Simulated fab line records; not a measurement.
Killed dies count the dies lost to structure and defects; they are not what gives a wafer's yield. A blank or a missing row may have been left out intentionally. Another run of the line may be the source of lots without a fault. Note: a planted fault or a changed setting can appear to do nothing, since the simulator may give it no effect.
Struck lot and sound lot, side by side    flow sfq-line    20 steps out of a route of 325
Sound: the wafers L351.2, L351.3, L351.5. Wafers struck: L354.1, L354.2, L354.4. At the end, the cause is stated.
At each step with rows: each side's tool, then ch and its chambers, then its first start. Under that, the readings that differ: sound wafers    struck wafers    difference of the means    sigmas: that difference in standard deviations of wafers without a fault.
alike: a reading whose means differ by less than 2 such deviations, as well as words and numbers matching on both sides. not compared: withheld readings; readings where some wafer has no value; bounds like >300 that might hide an equal value; numbers whose values overlap and for which the record gives no deviation.
A row with sigmas, a row that says differs or no value, or rows on one side alone: a step with any of these is where the two part. When numbers do not overlap yet have no deviation, they are printed without sigmas and do not part them. A reading missing from all wafers of one side parts the sides only when that side holds two or more wafers.

first, 3 steps without rows for these wafers: SFQ_TRILAYER_I6_VIA_LITHO_EXPOSE_170 (exposes mask I6, target cd 700 nm); SFQ_TRILAYER_I6_VIA_LITHO_PEB_172 (peb time 60 s); SFQ_TRILAYER_I6_VIA_LITHO_DEVELOP_171 (time 60 s).
SFQ_I6_OVL_MEAS_942:
  sound on overlay-02, day 78 21:06; struck on overlay-01, day 79 04:17
  alike: I6_OVL
SFQ_TRILAYER_I6_VIA_BARC_OPEN_VIA_ETCH_235: etches BARC in O2, target depth 125 nm, time 41.7 s.
  sound on rie-diel-02 ch 0,1,3, day 78 21:08; struck on rie-diel-02 ch 1,2,3, day 79 04:20
  alike: bias-w, chamber-pressure-mTorr, drypump-motor-current-A, oes-product-au
  not compared: rf-hours-counter-h
SFQ_TRILAYER_I6_VIA_ETCH_VIA_ETCH_172: etches SiO2 in CHF3, stops on Nb, target depth 260 nm.
  sound on rie-diel-02 ch 0,1,3, day 78 21:10; struck on rie-diel-02 ch 1,2,3, day 79 04:22
  alike: bias-w, chamber-pressure-mTorr, drypump-motor-current-A, oes-product-au
SFQ_TRILAYER_I6_VIA_STRIP_STRIP_173: strips in O2.
  sound on rie-metal-02 ch 0, day 78 21:17; struck on rie-metal-04 ch 0,1, day 79 04:29
  alike: chamber-pressure-mTorr, drypump-motor-current-A, oes-product-au
  not compared: rf-hours-counter-h
then, 2 steps without rows for these wafers: SFQ_TRILAYER_I6_VIA_STRIP_SOLV_CLEAN_174 (cleans in NMP, time 600 s); SFQ_TRILAYER_M7_DEP_PRE_CLEAN_176 (time 22.5 s).
SFQ_TRILAYER_M7_DEP_SPUTTER_175: material Nb, target thk 200 nm, time 133.3 s.
  sound on pvd-sputter-03, day 78 22:05; struck on pvd-sputter-04, day 79 05:17
  alike: chamber-pressure-pa, throttle-valve-pct
SFQ_M7_RS_MEAS_943: the measuring method here is four-point-probe.
  sound on film-metro-01, day 78 22:12; struck on film-metro-02, day 79 05:23
  alike: M7_NB_RS
SFQ_TRILAYER_M7_LITHO_COAT_182: resist thk 62 nm.
  sound on litho-track-01 ch 0, day 78 22:25; struck on litho-track-01 ch 0, day 79 05:34
reading                                               sound              struck            difference  sigmas
model.BARC_of_TRILAYER_M7_LITHO_COAT_182.thk-nm (nm)  61.15 61.27 61.39  61.98 61.9 61.98  +0.68       
then, 5 steps without rows for these wafers: SFQ_TRILAYER_M7_LITHO_COAT_177 (resist thk 600 nm); SFQ_TRILAYER_M7_LITHO_SOFTBAKE_181; SFQ_TRILAYER_M7_LITHO_EXPOSE_178 (exposes mask M7, target cd 500 nm); SFQ_TRILAYER_M7_LITHO_PEB_180 (peb time 60 s); SFQ_TRILAYER_M7_LITHO_DEVELOP_179 (time 60 s).
SFQ_M7_OVL_MEAS_945:
  sound on overlay-02, day 79 00:37; struck on overlay-02, day 79 09:01
  alike: M7_OVL
SFQ_TRILAYER_M7_BARC_OPEN_METAL_ETCH_229: etches BARC in O2, target depth 125 nm, time 41.7 s.
  sound on rie-metal-02 ch 0,1, day 79 00:38; struck on rie-metal-01 ch 0,1, day 79 09:02
reading                   sound              struck            difference  sigmas
model.etch.depth-nm (nm)  61.15 61.27 61.39  61.98 61.9 61.98  +0.68       
  alike: bias-w, chamber-pressure-mTorr, drypump-motor-current-A, oes-product-au
  not compared: rf-hours-counter-h
SFQ_TRILAYER_M7_ETCH_METAL_ETCH_180: etches Nb in Cl2/Ar, stops on SiO2, target depth 240 nm, time 120 s.
  sound on rie-metal-02 ch 0,1, day 79 00:42; struck on rie-metal-01 ch 0,1, day 79 09:06
  alike: bias-w, chamber-pressure-mTorr, drypump-motor-current-A, oes-product-au
  not compared: rf-hours-counter-h

## WHERE THEY PART
Nowhere in this record.

WHY: what had been put in by the simulator
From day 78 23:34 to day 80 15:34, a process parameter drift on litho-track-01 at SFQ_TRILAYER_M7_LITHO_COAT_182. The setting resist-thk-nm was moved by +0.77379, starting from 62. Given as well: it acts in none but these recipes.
